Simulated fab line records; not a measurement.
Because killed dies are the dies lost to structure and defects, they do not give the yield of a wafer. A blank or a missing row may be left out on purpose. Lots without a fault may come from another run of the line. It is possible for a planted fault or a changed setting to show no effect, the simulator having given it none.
fab line records    flow sky130    part 1 of 2: steps 1 to 25 of 38
record: lots: 5  wafers: 15  lastDay: 51
route steps=708 shown VIA4@652 METAL5@661 PASSIVATION@681
lots with no fault: from the same line, run without faults
startH: start of the lot's first displayed wafer, in hours after the record's first day    waitH: how many hours have passed since the lot's step before this one    " same as the row above    L1.1+2: one row covering several wafers at once    - no value, or no start given    * or withheld: withheld    < > ~ a bound
route shown NAME@n: NAME is a module with steps in the file, n the number in the route of the first one    usual: mean/standard deviation of fault-free wafers    same: alike in all rows    chamber/n: place in a boat    sites: per-site readings    _std_site: the standard deviation of these    _edge_site: outer sites' mean less inner sites'    radiusMm: for every site, how far away it sits from the centre of the wafer    mask NAME#n: copy n    behind: the most recent tool/chamber to have shaped the wafer    hold: what put the lot on hold/how long, in hours/how the hold closed    device: the transistor (n, p or np) that didn't switch    end of line: at the end of the route, the tests of the same wafers    step lacking rows: just its recipe    killed: count of dies lost to structure and defects at first sort (not the wafer's yield)    map: a wafer's dies, marking killed ones x, the rest . and places with no die _
set.NAME: the setting that was run; set.NAME@STEP: the one run at that earlier step    model.NAME: the simulator's own value behind a step, which no gauge read
lots at some steps of the route; a table a step, a row a wafer
services: from which hour (startH, from the record's first day; less than 0 if before it) a tool's chamber was out of use, for how many hours, and why
== steps ==
step: SKY_VIA4_STRIP_13
recipe: chemistry: O2/N2  powerW: 1400  pressureMtorr: 1500  platenTempC: withheld  o2FlowSccm: 3000  n2FlowSccm: 300  overashFraction: 0.5
usual: drypumpMotorCurrentA: 5.6/0.39  n2FlowSccm: 300.0/0.86  oesProductAu: 0.709/0.0043  stripTimeToEndpointS: 12.81/0.03
same: overashFraction: 0.5
lot.wafer  tool            chamber  startH   waitH  drypumpMotorCurrentA  n2FlowSccm  oesProductAu  rfHoursCounterH  stripTimeToEndpointS
L076.2     plasmaAsher-04  0        1044.50  -      5.3                   300.7       0.707         112              12.85
L076.3     "               0        "        "      5.3                   301.0       0.707         -                12.78
L076.4     "               1        "        "      6.1                   300.5       0.712         -                12.84
L077.1     plasmaAsher-02  0        1048.38  -      5.9                   300.5       0.712         93               12.79
L077.2     "               1        "        "      6.1                   300.3       0.712         93               12.85
L077.4     "               0        "        "      6.0                   299.5       0.705         -                12.85
L085.1     plasmaAsher-03  1        1101.28  -      5.2                   299.6       0.708         70               12.79
L085.2     "               0        "        "      5.4                   300.3       0.711         70               12.81
L085.3     "               0        "        "      5.4                   301.2       0.706         -                12.83
L095.1     plasmaAsher-03  0        1154.35  -      5.4                   299.6       0.704         76               12.79
L095.4     "               1        "        "      5.2                   299.3       0.712         -                12.78
L095.5     "               0        "        "      5.5                   299.4       0.706         -                12.76
L096.1     plasmaAsher-04  0        1156.10  -      5.2                   301.0       0.703         9                12.83
L096.2     "               1        "        "      6.1                   299.3       0.711         9                12.79
L096.3     "               1        "        "      6.1                   298.5       0.704         -                12.81
step: SKY_VIA4_STRIP_14
recipe: chemistry: postEtchResidueRemover  timeS: 1200  tempC: 72.5
lot.wafer   tool         chamber  startH   waitH
L076.2+3+4  wetBench-02  2        1044.60  0.1
L077.1+2+4  wetBench-03  2        1048.48  0.1
L085.1+2+3  wetBench-02  1        1101.38  0.1
L095.1+4+5  wetBench-03  1        1154.45  0.1
L096.1+2+3  wetBench-03  0        1156.20  0.1
step: SKY_VIA4_CLEAN_15
recipe: chemistry: IPA  timeS: 180  tempC: 25
lot.wafer   tool         chamber  startH   waitH
L076.2+3+4  wetBench-02  2        1044.94  0.0
L077.1+2+4  wetBench-02  1        1049.16  0.0
L085.1+2+3  wetBench-01  1        1101.72  0.0
L095.1+4+5  wetBench-02  0        1154.79  0.0
L096.1+2+3  wetBench-02  1        1156.54  0.0
step: SKY_VIA4_CLEAN_16
recipe: chemistry: O3/DIW  dry: n2Spin
lot.wafer   tool         chamber  startH   waitH
L076.2+3+4  wetBench-01  2        1045.00  0.0
L077.1+2+4  wetBench-02  0        1049.22  0.0
L085.1+2+3  wetBench-03  2        1101.78  0.0
L095.1+4+5  wetBench-03  3        1154.85  0.0
L096.1+2+3  wetBench-03  0        1156.60  0.0
step: SKY_VIA4_SPUTTER_17
recipe: material: TiN  targetThkNm: 20  chamberPressurePa: 5  powerW: 4000  timeS: 80
usual: throttleValvePct: 29.7/1.5
lot.wafer  tool           chamber  startH   waitH  throttleValvePct
L076.2     pvdSputter-03  -        1045.10  0.0    31.5
L076.3     "              -        "        "      29.1
L076.4     "              -        "        "      29.7
L077.1     pvdSputter-01  -        1049.31  0.0    30.7
L077.2     "              -        "        "      30.0
L077.4     "              -        "        "      30.7
L085.1     pvdSputter-02  -        1101.88  0.0    27.1
L085.2     "              -        "        "      33.1
L085.3     "              -        "        "      28.9
L095.1     pvdSputter-02  -        1154.94  0.0    33.0
L095.4     "              -        "        "      29.0
L095.5     "              -        "        "      29.2
L096.1     pvdSputter-02  -        1156.69  0.0    27.5
L096.2     "              -        "        "      29.1
L096.3     "              -        "        "      32.9
step: SKY_VIA4_CVD_18
recipe: material: W  targetThkNm: 505  timeS: 152.14  tempC: 400  pressureTorr: 40
usual: heaterPowerW: 861/66
lot.wafer  tool     chamber  startH   waitH  heaterPowerW
L076.2     cvdW-01  0        1045.16  0.0    856
L076.3     "        0        "        "      831
L076.4     "        1        "        "      904
L077.1     cvdW-01  1        1049.37  0.0    906
L077.2     "        0        "        "      826
L077.4     "        0        "        "      821
L085.1     cvdW-02  0        1101.94  0.0    764
L085.2     "        1        "        "      963
L085.3     "        1        "        "      912
L095.1     cvdW-01  1        1155.00  0.0    899
L095.4     "        1        "        "      924
L095.5     "        1        "        "      918
L096.1     cvdW-01  1        1156.75  0.0    903
L096.2     "        1        "        "      915
L096.3     "        1        "        "      924
step: SKY_VIA4_RS_MEAS_19
recipe: thkMeasGauge: four-point-probe  reads: W_of_VIA4_CVD_18+TiN_of_VIA4_SPUTTER_17
usual: VIA4_W_RS: 0.2270/0.0018
lot.wafer  tool          chamber  startH   waitH  VIA4_W_RS[ohm/sq]
L076.2     filmMetro-03  -        1045.33  0.1    0.2247
L076.3     "             -        "        "      0.2260
L076.4     "             -        "        "      0.2283
L077.1     filmMetro-04  -        1049.52  0.1    0.2280
L077.2     "             -        "        "      0.2254
L077.4     "             -        "        "      0.2248
L085.1     filmMetro-04  -        1102.09  0.1    0.2250
L085.2     "             -        "        "      0.2267
L085.3     "             -        "        "      0.2271
L095.1     filmMetro-03  -        1155.31  0.3    0.2259
L095.4     "             -        "        "      0.2283
L095.5     "             -        "        "      0.2272
L096.1     filmMetro-03  -        1157.06  0.3    0.2267
L096.2     "             -        "        "      0.2271
L096.3     "             -        "        "      0.2278
step: SKY_VIA4_THK_MEAS_20
recipe: thkMeasGauge: xrf  reads: W_of_VIA4_CVD_18
usual: VIA4_W_THK: 529/6.2
lot.wafer  tool          chamber  startH   waitH  VIA4_W_THK[nm]
L076.2     filmMetro-03  -        1045.44  0.1    530
L076.3     "             -        "        "      529
L076.4     "             -        "        "      526
L077.1     filmMetro-04  -        1049.64  0.1    528
L077.2     "             -        "        "      535
L077.4     "             -        "        "      536
L085.1     filmMetro-04  -        1102.21  0.1    537
L085.2     "             -        "        "      532
L085.3     "             -        "        "      532
L095.1     filmMetro-03  -        1155.43  0.1    533
L095.4     "             -        "        "      530
L095.5     "             -        "        "      532
L096.1     filmMetro-03  -        1157.18  0.1    532
L096.2     "             -        "        "      531
L096.3     "             -        "        "      531
step: SKY_VIA4_CMP_21
recipe: stopOn: SiO2  tOverpolishS: 25  downForcePsi: 3.5  platenRpm: 60  targetThkNm: 0  padVelocityMS: 0.94248
usual: motorCurrentA: 11.0/1.2  overpolishRunS: 24.999/0.0099  timeToEndpointS: 126/3.3
lot.wafer  tool    chamber  startH   waitH  motorCurrentA  overpolishRunS  timeToEndpointS
L076.3     cmp-02  0        1045.63  0.2    9.1            24.996          129
L076.4     "       2        "        "      12.5           24.999          128
L076.2     "       3        "        "      12.3           25.002          128
L077.4     cmp-01  3        1049.75  0.1    10.9           24.980          130
L077.2     "       0        "        "      10.1           25.008          130
L077.1     "       1        "        "      10.3           25.008          126
L085.2     cmp-01  1        1102.58  0.4    9.8            24.981          123
L085.1     "       2        "        "      11.5           25.019          125
L085.3     "       3        "        "      10.8           25.009          130
L095.1     cmp-01  2        1155.49  0.1    12.2           24.984          121
L095.4     "       3        "        "      11.0           24.983          129
L095.5     "       2        "        "      12.3           25.009          124
L096.2     cmp-01  1        1157.24  0.0    10.8           24.986          125
L096.3     "       3        "        "      10.2           24.997          129
L096.1     "       0        "        "      9.7            24.980          130
step: SKY_METAL5_SPUTTER_00
recipe: material: Ti  targetThkNm: 15  powerW: 3000  timeS: 10  chamberPressurePa: 0.4
usual: throttleValvePct: 29.8/1.4
lot.wafer  tool           chamber  startH   waitH  throttleValvePct
L076.2     pvdSputter-01  -        1045.93  0.1    31.0
L076.3     "              -        "        "      29.8
L076.4     "              -        "        "      30.4
L077.1     pvdSputter-04  -        1050.00  0.1    28.7
L077.2     "              -        "        "      31.4
L077.4     "              -        "        "      30.6
L085.1     pvdSputter-02  -        1102.88  0.2    33.1
L085.2     "              -        "        "      27.4
L085.3     "              -        "        "      29.0
L095.1     pvdSputter-01  -        1155.79  0.2    30.7
L095.4     "              -        "        "      30.0
L095.5     "              -        "        "      31.2
L096.1     pvdSputter-04  -        1157.54  0.1    30.7
L096.2     "              -        "        "      30.5
L096.3     "              -        "        "      28.5
step: SKY_METAL5_SPUTTER_01
recipe: material: TiN  targetThkNm: 20  powerW: 6500  timeS: 16.7  chamberPressurePa: 0.4
usual: throttleValvePct: 29.8/1.4
lot.wafer  tool           chamber  startH   waitH  throttleValvePct
L076.2     pvdSputter-01  -        1045.95  0.0    30.9
L076.3     "              -        "        "      30.1
L076.4     "              -        "        "      30.5
L077.1     pvdSputter-04  -        1050.03  0.0    28.6
L077.2     "              -        "        "      31.1
L077.4     "              -        "        "      30.8
L085.1     pvdSputter-02  -        1102.91  0.0    32.8
L085.2     "              -        "        "      27.3
L085.3     "              -        "        "      28.9
L095.1     pvdSputter-01  -        1155.81  0.0    30.9
L095.4     "              -        "        "      30.1
L095.5     "              -        "        "      30.8
L096.1     pvdSputter-04  -        1157.56  0.0    30.8
L096.2     "              -        "        "      30.5
L096.3     "              -        "        "      28.5
step: SKY_METAL5_SPUTTER_02
recipe: material: AlCu  targetThkNm: 1150  powerW: 10600  timeS: 61.2  chamberPressurePa: 0.4
usual: throttleValvePct: 29.8/1.4
lot.wafer  tool           chamber  startH   waitH  throttleValvePct
L076.2     pvdSputter-01  -        1045.98  0.0    30.7
L076.3     "              -        "        "      30.3
L076.4     "              -        "        "      30.6
L077.1     pvdSputter-04  -        1050.05  0.0    28.7
L077.2     "              -        "        "      31.3
L077.4     "              -        "        "      30.5
L085.1     pvdSputter-02  -        1102.93  0.0    32.7
L085.2     "              -        "        "      27.4
L085.3     "              -        "        "      28.8
L095.1     pvdSputter-01  -        1155.84  0.0    30.9
L095.4     "              -        "        "      30.2
L095.5     "              -        "        "      30.9
L096.1     pvdSputter-04  -        1157.59  0.0    30.4
L096.2     "              -        "        "      30.7
L096.3     "              -        "        "      28.8
step: SKY_METAL5_SPUTTER_03
recipe: material: Ti  targetThkNm: 5  powerW: 3000  timeS: 3.3  chamberPressurePa: 0.4
usual: throttleValvePct: 29.8/1.4
lot.wafer  tool           chamber  startH   waitH  throttleValvePct
L076.2     pvdSputter-01  -        1046.03  0.0    31.0
L076.3     "              -        "        "      30.1
L076.4     "              -        "        "      30.7
L077.1     pvdSputter-04  -        1050.10  0.0    28.7
L077.2     "              -        "        "      31.9
L077.4     "              -        "        "      30.6
L085.1     pvdSputter-02  -        1102.98  0.0    32.9
L085.2     "              -        "        "      27.3
L085.3     "              -        "        "      28.8
L095.1     pvdSputter-01  -        1155.89  0.0    30.9
L095.4     "              -        "        "      30.1
L095.5     "              -        "        "      30.7
L096.1     pvdSputter-04  -        1157.64  0.0    30.2
L096.2     "              -        "        "      30.6
L096.3     "              -        "        "      28.7
step: SKY_METAL5_SPUTTER_04
recipe: material: TiN  targetThkNm: 70  powerW: 6500  timeS: 58.3  chamberPressurePa: 0.4
usual: throttleValvePct: 29.8/1.4
lot.wafer  tool           chamber  startH   waitH  throttleValvePct
L076.2     pvdSputter-01  -        1046.05  0.0    30.8
L076.3     "              -        "        "      30.3
L076.4     "              -        "        "      30.5
L077.1     pvdSputter-04  -        1050.12  0.0    28.9
L077.2     "              -        "        "      31.6
L077.4     "              -        "        "      30.5
L085.1     pvdSputter-02  -        1103.00  0.0    32.7
L085.2     "              -        "        "      27.4
L085.3     "              -        "        "      28.8
L095.1     pvdSputter-01  -        1155.91  0.0    30.7
L095.4     "              -        "        "      30.2
L095.5     "              -        "        "      31.0
L096.1     pvdSputter-04  -        1157.66  0.0    30.7
L096.2     "              -        "        "      30.8
L096.3     "              -        "        "      28.6
step: SKY_METAL5_RS_MEAS_05
recipe: thkMeasGauge: four-point-probe  reads: TiN_of_METAL5_SPUTTER_04+Ti_of_METAL5_SPUTTER_03+AlCu_of_METAL5_SPUTTER_02+TiN_of_METAL5_SPUTTER_01+Ti_of_METAL5_SPUTTER_00
usual: METAL5_ALCU_RS: 0.02698/0.0003
lot.wafer  tool          chamber  startH   waitH  METAL5_ALCU_RS[ohm/sq]
L076.2     filmMetro-02  -        1046.12  0.0    0.02707
L076.3     "             -        "        "      0.02707
L076.4     "             -        "        "      0.02706
L077.1     filmMetro-04  -        1050.17  0.0    0.0266
L077.2     "             -        "        "      0.02676
L077.4     "             -        "        "      0.0269
L085.1     filmMetro-04  -        1103.09  0.1    0.02717
L085.2     "             -        "        "      0.02723
L085.3     "             -        "        "      0.027
L095.1     filmMetro-01  -        1155.95  0.0    0.02659
L095.4     "             -        "        "      0.02679
L095.5     "             -        "        "      0.02683
L096.1     filmMetro-01  -        1157.70  0.0    0.02707
L096.2     "             -        "        "      0.0272
L096.3     "             -        "        "      0.02732
step: SKY_METAL5_THK_MEAS_06
recipe: thkMeasGauge: xrf  reads: AlCu_of_METAL5_SPUTTER_02
usual: METAL5_ALCU_THK: 1155/14
lot.wafer  tool          chamber  startH   waitH  METAL5_ALCU_THK[nm]
L076.2     filmMetro-02  -        1046.23  0.1    1163
L076.3     "             -        "        "      1150
L076.4     "             -        "        "      1154
L077.1     filmMetro-04  -        1050.29  0.1    1177
L077.2     "             -        "        "      1167
L077.4     "             -        "        "      1165
L085.1     filmMetro-04  -        1103.21  0.1    1135
L085.2     "             -        "        "      1136
L085.3     "             -        "        "      1147
L095.1     filmMetro-01  -        1156.07  0.1    1179
L095.4     "             -        "        "      1171
L095.5     "             -        "        "      1170
L096.1     filmMetro-01  -        1157.82  0.1    1158
L096.2     "             -        "        "      1151
L096.3     "             -        "        "      1143
step: SKY_METAL5_DEHYDRATE_07
recipe: tempC: 200  timeS: 60
lot.wafer   tool           chamber  startH   waitH
L076.2+3+4  lithoTrack-01  0        1057.14  10.9
L077.1+2+4  lithoTrack-02  0        1060.91  10.6
L085.1+2+3  lithoTrack-02  0        1112.71  9.5
L095.1+4+5  lithoTrack-03  0        1165.24  9.2
L096.1+2+3  lithoTrack-01  0        1166.66  8.8
step: SKY_METAL5_HMDS_08
recipe: primeTimeS: 60  primeTempC: 120
usual: primeTempC: 120.00/0.13
lot.wafer  tool           chamber  startH   waitH  primeTempC
L076.2     lithoTrack-01  0        1057.29  0.1    119.79
L076.3     "              0        "        "      119.92
L076.4     "              0        "        "      119.85
L077.1     lithoTrack-02  0        1061.06  0.1    119.98
L077.2     "              0        "        "      120.03
L077.4     "              0        "        "      120.20
L085.1     lithoTrack-02  0        1112.86  0.1    120.04
L085.2     "              0        "        "      119.95
L085.3     "              0        "        "      119.95
L095.1     lithoTrack-03  0        1165.39  0.1    120.01
L095.4     "              0        "        "      119.80
L095.5     "              0        "        "      119.97
L096.1     lithoTrack-01  0        1166.81  0.1    120.06
L096.2     "              0        "        "      120.01
L096.3     "              0        "        "      119.91
step: SKY_METAL5_COAT_09
recipe: resist: NOVOLAK  spinRpm: 3000  resistThkNm: 1800
usual: spinSpeedRpm: 2999.7/2.2
lot.wafer  tool           chamber  startH   waitH  spinSpeedRpm
L076.2     lithoTrack-01  0        1057.44  0.1    2998.6
L076.3     "              0        "        "      2998.8
L076.4     "              0        "        "      3002.0
L077.1     lithoTrack-02  0        1061.21  0.1    3002.9
L077.2     "              0        "        "      3000.3
L077.4     "              0        "        "      3003.8
L085.1     lithoTrack-02  0        1113.01  0.1    2996.6
L085.2     "              0        "        "      2999.5
L085.3     "              0        "        "      2998.6
L095.1     lithoTrack-03  0        1165.54  0.1    2998.6
L095.4     "              0        "        "      2999.0
L095.5     "              0        "        "      2999.0
L096.1     lithoTrack-01  0        1166.96  0.1    3001.3
L096.2     "              0        "        "      3000.0
L096.3     "              0        "        "      3000.6
step: SKY_METAL5_SOFTBAKE_10
recipe: tempC: 90  timeS: 60  resist: NOVOLAK
lot.wafer   tool           chamber  startH   waitH
L076.2+3+4  lithoTrack-01  0        1057.59  0.1
L077.1+2+4  lithoTrack-02  0        1061.36  0.1
L085.1+2+3  lithoTrack-02  0        1113.16  0.1
L095.1+4+5  lithoTrack-03  0        1165.69  0.1
L096.1+2+3  lithoTrack-01  0        1167.11  0.1
step: SKY_METAL5_EXPOSE_11
recipe: maskId: MM5  na: 0.6  sourceShape: conventional  sigmaOuter: 0.6  polarization: unpolarized  targetCdNm: 1600  doseMj: 190
lot.wafer   tool             chamber  startH  waitH  mask
L076.2+3+4  ilineStepper-02  0        -       -      MM5#0
L077.1+2+4  ilineStepper-02  0        -       -      MM5#0
L085.1+2+3  ilineStepper-01  0        -       -      MM5#0
L095.1+4+5  ilineStepper-01  0        -       -      MM5#0
L096.1+2+3  ilineStepper-02  0        -       -      MM5#0
step: SKY_METAL5_PEB_12
recipe: tempC: withheld  timeS: *  resist: NOVOLAK
lot.wafer   tool           chamber  startH  waitH
L076.2+3+4  lithoTrack-02  0        -       -
L077.1+2+4  lithoTrack-03  0        -       -
L085.1+2+3  lithoTrack-01  0        -       -
L095.1+4+5  lithoTrack-01  0        -       -
L096.1+2+3  lithoTrack-01  0        -       -
step: SKY_METAL5_DEVELOP_13
recipe: resist: NOVOLAK  developer: TMAH  developTimeS: 60  devTempC: 23
lot.wafer   tool           chamber  startH   waitH
L076.2+3+4  lithoTrack-02  0        1068.38  0.1
L077.1+2+4  lithoTrack-03  0        1072.64  0.1
L085.1+2+3  lithoTrack-01  0        1123.41  0.1
L095.1+4+5  lithoTrack-01  0        1174.66  0.1
L096.1+2+3  lithoTrack-01  0        1175.86  0.1
step: SKY_METAL5_DESCUM_14
recipe: chemistry: O2  sourcePowerW: 150  biasPowerW: 0  pressureMtorr: 10  tempC: 40  timeS: 11
usual: drypumpMotorCurrentA: 5.94/0.26  oesProductAu: 1.004/0.007  rfFwdPowerW: 147.3/0.85
lot.wafer  tool         chamber  startH   waitH  drypumpMotorCurrentA  oesProductAu  rfFwdPowerW  rfHoursCounterH
L076.2     rieMetal-03  0        1068.51  0.1    6.22                  1.007         145.8        12
L076.3     "            0        "        "      6.20                  1.001         146.2        -
L076.4     "            1        "        "      5.64                  1.004         147.6        -
L077.1     rieMetal-02  0        1072.79  0.1    5.87                  1.000         148.7        15
L077.2     "            1        "        "      6.12                  1.015         147.2        4
L077.4     "            0        "        "      5.87                  1.005         148.6        -
L085.1     rieMetal-03  0        1123.56  0.1    6.22                  1.000         146.7        16
L085.2     "            1        "        "      5.64                  0.994         148.1        26
L085.3     "            1        "        "      5.63                  0.996         148.3        -
L095.1     rieMetal-03  0        1174.81  0.1    6.20                  1.010         146.9        21
L095.4     "            0        "        "      6.18                  1.003         145.9        -
L095.5     "            0        "        "      6.20                  1.012         147.1        -
L096.1     rieMetal-03  0        1176.01  0.1    6.23                  1.008         146.1        22
L096.2     "            0        "        "      6.23                  1.011         145.8        -
L096.3     "            0        "        "      6.21                  1.003         145.9        -
step: SKY_METAL5_METAL_ETCH_15
recipe: targetDepthA: 12600  stopOn: SiO2  overEtchFrac: 0.2  timeS: 252  chemistry: Cl2/BCl3  resistSidewallDeg: 86  pressureMtorr: 10  icpW: 900  biasW: 48.5  Cl2_flow_sccm: 60  bcl3FlowSccm: 30
usual: drypumpMotorCurrentA: 5.94/0.26  oesProductAu: 0.894/0.0049  rfFwdPowerW: 897.9/2.7  throttleValvePct: 22.264/0.0096
lot.wafer  tool         chamber  startH   waitH  drypumpMotorCurrentA  oesProductAu  rfFwdPowerW  rfHoursCounterH  throttleValvePct
L076.2     rieMetal-03  0        1068.54  0.0    6.21                  0.897         896.7        12               22.273
L076.3     "            0        "        "      6.22                  0.892         895.0        -                22.265
L076.4     "            1        "        "      5.65                  0.897         902.6        -                22.259
L077.1     rieMetal-02  0        1072.83  0.0    5.86                  0.894         897.5        15               22.275
L077.2     "            1        "        "      6.08                  0.888         895.2        4                22.263
L077.4     "            0        "        "      5.89                  0.895         896.1        -                22.271
L085.1     rieMetal-03  0        1123.60  0.0    6.20                  0.896         900.6        16               22.261
L085.2     "            1        "        "      5.64                  0.890         898.7        26               22.264
L085.3     "            1        "        "      5.64                  0.895         900.6        -                22.266
L095.1     rieMetal-03  0        1174.88  0.1    6.21                  0.898         900.1        21               22.253
L095.4     "            0        "        "      6.22                  0.909         895.3        -                22.255
L095.5     "            0        "        "      6.23                  0.897         900.6        -                22.264
L096.1     rieMetal-03  0        1176.08  0.1    6.24                  0.897         895.1        22               22.264
L096.2     "            0        "        "      6.22                  0.893         893.5        -                22.260
L096.3     "            0        "        "      6.23                  0.893         890.9        -                22.279
